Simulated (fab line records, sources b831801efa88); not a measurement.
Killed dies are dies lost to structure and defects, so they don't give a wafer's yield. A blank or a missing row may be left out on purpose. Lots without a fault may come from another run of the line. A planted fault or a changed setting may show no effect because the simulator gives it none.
Which tool did it? | flow sky130 | 7 lots, 21 wafers sampled, at 2 steps of a route of 708

WHAT THE GAUGES READ, wafer by wafer
SKY_VIA3_THK_MEAS_23: measures by xrf.
lot  | measured     | on            | VIA3_W_THK (nm)
L500 | day 40 12:37 | film_metro-01 | 401 397 392
L503 | day 41 11:59 | film_metro-01 | 395 395 400
L507 | day 42 11:28 | film_metro-01 | 387 397 390
L509 | day 43 04:08 | film_metro-01 | 391 394 396
L511 | day 43 16:36 | film_metro-01 | 389 389 378
L515 | day 44 21:10 | film_metro-02 | 383 380 386
L519 | day 45 20:04 | film_metro-04 | 385 384 381

WHICH TOOL RAN EACH LOT (tool, then ch and the chambers of the sampled wafers, then the start)
lot  | SKY_VIA3_ETCH_14
L500 | rie_diel-02 ch 1,2, day 40 11:36
L503 | rie_diel-02 ch 0,2,3, day 41 10:57
L507 | rie_diel-03 ch 0,3, day 42 10:26
L509 | rie_diel-02 ch 1,2,3, day 43 03:08
L511 | rie_diel-03 ch 0,1,3, day 43 15:33
L515 | rie_diel-04 ch 1,3, day 44 20:09
L519 | rie_diel-04 ch 0,2, day 45 19:00
- SKY_VIA3_ETCH_14: etches BARC in N2/H2, stops on SiO2, time 45.9 s, target depth 60 nm.

THE ANSWER, worked out from the rows above alone
Rule: what is usual is taken from the lots themselves. Put in order of their means at a reading, lots are off if they are a third of the lots or fewer, leave a main group of 4 or more, and stand apart from it by a gap of 3 or more times the standard deviation of the main group's means; of several such gaps the widest counts. A main group whose means are all the same, to the digits that the tables above print for the reading, isn't used. A lot without any number at a reading at which 4 lots or more have one is off too. The other lots that the step has rows for count as sound.
No lot is off at any reading shown: from this, nothing can be told.

WHAT THE SIMULATOR HAD PUT IN
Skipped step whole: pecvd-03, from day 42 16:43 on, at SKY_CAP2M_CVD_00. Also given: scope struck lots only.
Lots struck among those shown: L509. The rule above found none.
